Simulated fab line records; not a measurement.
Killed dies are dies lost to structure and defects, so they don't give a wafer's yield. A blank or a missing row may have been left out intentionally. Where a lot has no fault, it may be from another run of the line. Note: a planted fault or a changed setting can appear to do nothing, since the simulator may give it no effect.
Which of the tools did it?	flow gf180mcu	11 lots with 33 wafers sampled at 6 steps, on a route of 602 steps

== WHAT THE GAUGES READ, wafer by wafer ==
GF_NWELL_OVL_MEAS_07. Usual: NWELL_OVL gives -0.2 nm (standard deviation 1.4).
lot	measured	on	NWELL_OVL (nm)	flag
L338	day 3 13:45	overlay-02	0.0 -0.6 0.6	
L340	day 3 23:21	overlay-02	1.6 1.1 1.0	
L341	day 4 05:09	overlay-02	-1.2 -1.4 -0.7	
L343	day 4 16:12	overlay-02	0.1 0.6 0.8	
L344	day 4 21:18	overlay-02	-0.1 -0.5 0.2	
L346	day 5 07:37	overlay-01	-2.0 -0.6 -1.8	
L353	day 6 23:46	overlay-02	-0.5 -0.6 -1.1	
L354	day 7 03:26	overlay-01	-1.8 -1.4 -1.2	
L355	day 7 12:19	overlay-02	0.6 -0.7 0.5	
L358	day 8 02:15	overlay-02	-0.7 -1.0 -0.8	
L360	day 8 13:56	overlay-02	-2.1 -1.4 -1.1	

GF_PSD_TW_MEAS_11. Usual: PSD_TW gives 3160 (standard deviation 20).
lot	measured	on	PSD_TW	flag
L338	day 14 14:59	film metro-04	3156 3150 3137	
L340	day 15 06:56	film metro-03	3196 3208 3211	
L341	day 15 17:40	film metro-01	3137 3128 3147	
L343	day 16 08:39	film metro-04	3167 3173 3167	
L344	day 16 19:24	film metro-04	2848 2867 2867	OFF
L346	day 17 10:16	film metro-04	2824 2821 2831	OFF
L353	day 20 03:50	film metro-04	3171 3156 3156	
L354	day 20 08:39	film metro-01	3174 3165 3177	
L355	day 20 23:49	film metro-04	3164 3168 3167	
L358	day 21 17:35	film metro-04	3153 3151 3155	
L360	day 22 14:06	film metro-04	3142 3180 3166	

GF_PSD_RS_MEAS_15: the measuring method here is four-point-probe. Usual: PSD_RS gives 108.56 ohm/sq (standard deviation 0.28).
lot	measured	on	PSD_RS (ohm/sq)	flag
L338	day 14 15:19	film metro-04	108.54 108.54 108.68	
L340	day 15 07:20	film metro-04	108.45 108.52 108.30	
L341	day 15 17:59	film metro-04	108.68 108.89 108.98	
L343	day 16 08:58	film metro-03	108.51 108.38 108.25	
L344	day 16 19:43	film metro-03	139.00 138.31 138.62	OFF
L346	day 17 10:35	film metro-01	140.24 140.95 140.69	OFF
L353	day 20 04:09	film metro-04	107.95 108.50 108.32	
L354	day 20 08:58	film metro-03	108.22 108.31 108.41	
L355	day 21 00:13	film metro-03	108.62 108.23 108.37	
L358	day 21 17:54	film metro-04	108.25 108.11 107.86	
L360	day 22 14:25	film metro-01	108.61 108.83 108.75	

== WHICH TOOL RAN EACH LOT (tool, then ch and the chambers of the sampled wafers, then the start) ==
lot	GF_STI_STRIP_15	GF_PSD_IMPLANT_09	GF_PSD_STRIP_10
L338	plasma asher-02 ch 0, day 2 08:01	implanter-04 ch 0, day 14 14:45	plasma asher-02 ch 0,1, day 14 14:53
L340	plasma asher-01 ch 0,1, day 2 16:13	implanter-02 ch 0, day 15 06:41	plasma asher-02 ch 0,1, day 15 06:50
L341	plasma asher-04 ch 0,1, day 2 22:43	implanter-02 ch 0, day 15 17:26	plasma asher-02 ch 0,1, day 15 17:33
L343	plasma asher-04 ch 0,1, day 3 09:07	implanter-02 ch 0, day 16 08:24	plasma asher-01 ch 0,1, day 16 08:33
L344	plasma asher-04 ch 0,1, day 3 14:22	implanter-02 ch 0, day 16 19:09	plasma asher-03 ch 0,1, day 16 19:18
L346	plasma asher-01 ch 0,1, day 4 00:10	implanter-02 ch 0, day 17 10:02	plasma asher-03 ch 0, day 17 10:09
L353	plasma asher-02 ch 0,1, day 5 12:52	implanter-03 ch 0, day 20 03:35	plasma asher-01 ch 0,1, day 20 03:43
L354	plasma asher-02 ch 0,1, day 5 16:49	implanter-04 ch 0, day 20 08:24	plasma asher-01 ch 0,1, day 20 08:33
L355	plasma asher-02 ch 0,1, day 5 23:45	implanter-04 ch 0, day 20 23:36	plasma asher-01 ch 0,1, day 20 23:44
L358	plasma asher-01 ch 0,1, day 6 14:07	implanter-02 ch 0, day 21 17:20	plasma asher-02 ch 0,1, day 21 17:29
L360	plasma asher-01 ch 0,1, day 7 01:04	implanter-03 ch 0, day 22 13:51	plasma asher-03 ch 0,1, day 22 14:00
- GF_STI_STRIP_15: strips in O2/N2.
- GF_PSD_IMPLANT_09
- GF_PSD_STRIP_10: strips in O2/N2.

== AS READ BY THE TOOLS THEMSELVES (means over the sampled wafers that have a number; for cases with no such wafer, the mark the record gives instead) ==
GF_STI_STRIP_15. Usual: drypump motor current A 5.98 A, standard deviation 0.3; heater power w 345 W, standard deviation 29; oes product au 0.383 a.u., standard deviation 0.0049; strip time to endpoint s 3.72 s, standard deviation 0.046.
lot	tool	drypump motor current A (A)	heater power w (W)	oes product au (a.u.)	strip time to endpoint s (s)	flag
L338	plasma asher-02	5.65	345	0.383	3.74	
L340	plasma asher-01	6.23	364	0.381	3.71	
L341	plasma asher-04	6.01	312	0.384	3.76	
L343	plasma asher-04	6.11	311	0.382	3.74	
L344	plasma asher-04	6.11	307	0.386	3.75	
L346	plasma asher-01	6.37	384	0.381	3.69	
L353	plasma asher-02	5.71	338	0.383	3.73	
L354	plasma asher-02	5.68	343	0.378	3.69	
L355	plasma asher-02	5.68	345	0.382	3.72	
L358	plasma asher-01	6.39	390	0.380	3.68	
L360	plasma asher-01	6.24	365	0.382	3.71	

GF_PSD_IMPLANT_09. Usual: dose ions cm2 1.5001e+15, standard deviation 1.6e+12; end station pressure torr 1.17e-05 Torr, standard deviation 6e-07; faraday current uA 8244, standard deviation 170.
lot	tool	dose ions cm2	end station pressure torr (Torr)	faraday current uA	flag
L338	implanter-04	1.5007e+15	1.12e-05	8201	
L340	implanter-02	1.5013e+15	1.22e-05	8136	
L341	implanter-02	1.4985e+15	1.14e-05	8244	
L343	implanter-02	1.5000e+15	1.21e-05	8280	
L344	implanter-02	9.3683e+14	9.57e-06	5195	OFF
L346	implanter-02	9.3713e+14	8.87e-06	5125	OFF
L353	implanter-03	1.5013e+15	1.16e-05	8212	
L354	implanter-04	1.5022e+15	1.16e-05	8320	
L355	implanter-04	1.4993e+15	1.13e-05	8293	
L358	implanter-02	1.5004e+15	1.15e-05	8108	
L360	implanter-03	1.5026e+15	1.24e-05	8351	

GF_PSD_STRIP_10. Usual: drypump motor current A 5.8 A, standard deviation 0.53; heater power w 367 W, standard deviation 35; oes product au 0.592 a.u., standard deviation 0.0047; strip time to endpoint s 16.51 s, standard deviation 0.036.
lot	tool	drypump motor current A (A)	heater power w (W)	oes product au (a.u.)	strip time to endpoint s (s)	flag
L338	plasma asher-02	5.7	343	0.593	16.51	
L340	plasma asher-02	5.7	338	0.588	16.53	
L341	plasma asher-02	5.7	345	0.592	16.49	
L343	plasma asher-01	6.4	385	0.590	16.57	
L344	plasma asher-03	5.6	390	0.624	15.12	OFF
L346	plasma asher-03	6.0	421	0.628	15.03	OFF
L353	plasma asher-01	6.2	360	0.594	16.44	
L354	plasma asher-01	6.4	390	0.593	16.53	
L355	plasma asher-01	6.4	384	0.588	16.48	
L358	plasma asher-02	5.7	336	0.597	16.52	
L360	plasma asher-03	5.2	380	0.595	16.54	

== THE ANSWER, worked out from the rows above alone ==
Rule: a lot is off if the mean of its wafers that have a number lies more than 3 standard deviations from the usual mean. A lot without any number at a reading at which 4 lots or more have one is off too. Where the step has rows for the other lots, those lots are counted as sound. Order of review: gauges by route order, followed by the tools' own readings, for which a lot's mean as printed above is used. The first step at which some lot is off is used, and at that step the reading that is off furthest; a lot without a number counts as furthest.
Off: at GF_PSD_TW_MEAS_11 (PSD_TW), L344, L346.
If a tool, at a process step before that reading, ran all the lots that are off and no sound lot after the first of them, it fits. Not tried: the gauges at GF_PSD_TW_MEAS_11; whatever is off there is also off at GF_PSD_RS_MEAS_15, on other tools, and gauge error can't account for it. No candidate that was tried fits.

== WHAT HAD BEEN PUT IN BY THE SIMULATOR ==
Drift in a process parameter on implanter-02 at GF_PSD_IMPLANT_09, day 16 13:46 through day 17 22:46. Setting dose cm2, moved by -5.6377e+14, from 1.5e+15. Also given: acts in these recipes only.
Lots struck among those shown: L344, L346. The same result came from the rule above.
